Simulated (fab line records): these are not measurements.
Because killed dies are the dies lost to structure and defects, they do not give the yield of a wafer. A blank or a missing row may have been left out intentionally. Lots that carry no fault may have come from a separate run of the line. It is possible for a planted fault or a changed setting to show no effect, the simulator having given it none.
Problem report, 8D (eight disciplines) form, completed by code    flow sky130    the parts of the form that need people (team, actions taken, sign-off) are left out

## 1. THE ISSUE
strip_time_to_endpoint_s at SKY_NWELL_STRIP_14 reads a mean of 21.79 s on 3 wafers of 2 lots; wafers without a fault read 36.99 s with a standard deviation of 0.082. So: -99 or more standard deviations from the usual mean.
The step: strips in O2/N2.
First seen on wafer L715.5, day 6 09:43, on plasma_asher-02. Wafers with a number at this step in the record: 40, from 14 lots. Rule for "out", or "out of limits": more than 4 standard deviations from the usual mean. All remaining wafers that have a number are taken as sound.

## 2. WHAT IT IS AND WHAT IT IS NOT
question                     is                                is not
which readings at this step  strip_time_to_endpoint_s          -
which lots                   L715, L717                        L708, L709, L710, L711, L721, L724, L726, L727, L728, L729, L730, L731
which wafers of those lots   L715.5, L717.5, L717.6            L715.2
read on which tools          plasma_asher-01, plasma_asher-02  plasma_asher-04
when                         from day 6 09:43                  up to then (13 sound wafers); but 24 sound wafers of L721, L724, L726, L727, L728, L729, L730, L731 came after

## 3. THE SUSPECTS, EACH WITH WHAT RULES IT OUT
Counting: if a tool at a process step up to the reading ran every lot that is out, it stays a suspect. Sound lots after the first of them don't rule it out here, since some wafers of a struck lot are sound.
- litho_track-03 at SKY_NWELL_COAT_05 (resist thk 3000 nm): kept. Every lot that is out went through it, the first being L715 (day 5 23:20); the last sound lot it ran before that was L710 (day 4 18:10).
The count leaves litho_track-03 at SKY_NWELL_COAT_05.

## 4. THE CAUSE (what the simulator had put in)
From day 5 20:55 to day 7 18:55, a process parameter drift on litho_track-03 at SKY_NWELL_COAT_05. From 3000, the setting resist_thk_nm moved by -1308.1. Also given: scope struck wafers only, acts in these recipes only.
This tool alone remained once counting was done.

## 5. SEQUENCE OF EFFECTS, ordered by route
Rows list readings where the struck wafers' mean (over those with a number) sits beyond 3 standard deviations from the usual. Scope: only readings with a usual standard deviation given in the record; hours: median across lots of the time from each lot's start at the first step in this table that gives one to its start at this step; sigmas: change in usual standard deviations.
hours  step                reading                   usual    on struck wafers  change  sigmas
0      SKY_NWELL_STRIP_14  strip_time_to_endpoint_s  36.99 s  21.79             -15.20  -99 or more
Process steps it contains:
- SKY_NWELL_STRIP_14: strips in O2/N2.
At these later measuring or inspecting steps, every struck wafer for which the step has a row has a number for every such reading, and none has moved that far: SKY_VT_ADJUST_LVTN_OVL_MEAS_07.

## 6. HOW IT WOULD HAVE BEEN CAUGHT EARLIER
First out-of-limits reading in this record: day 6 09:43, which is 13 hours after fault onset at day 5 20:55.
Lots out: 2; of these, L717 started SKY_NWELL_COAT_05 on litho_track-03 after day 6 09:43. Had the tool been put on hold then, it would have been spared.
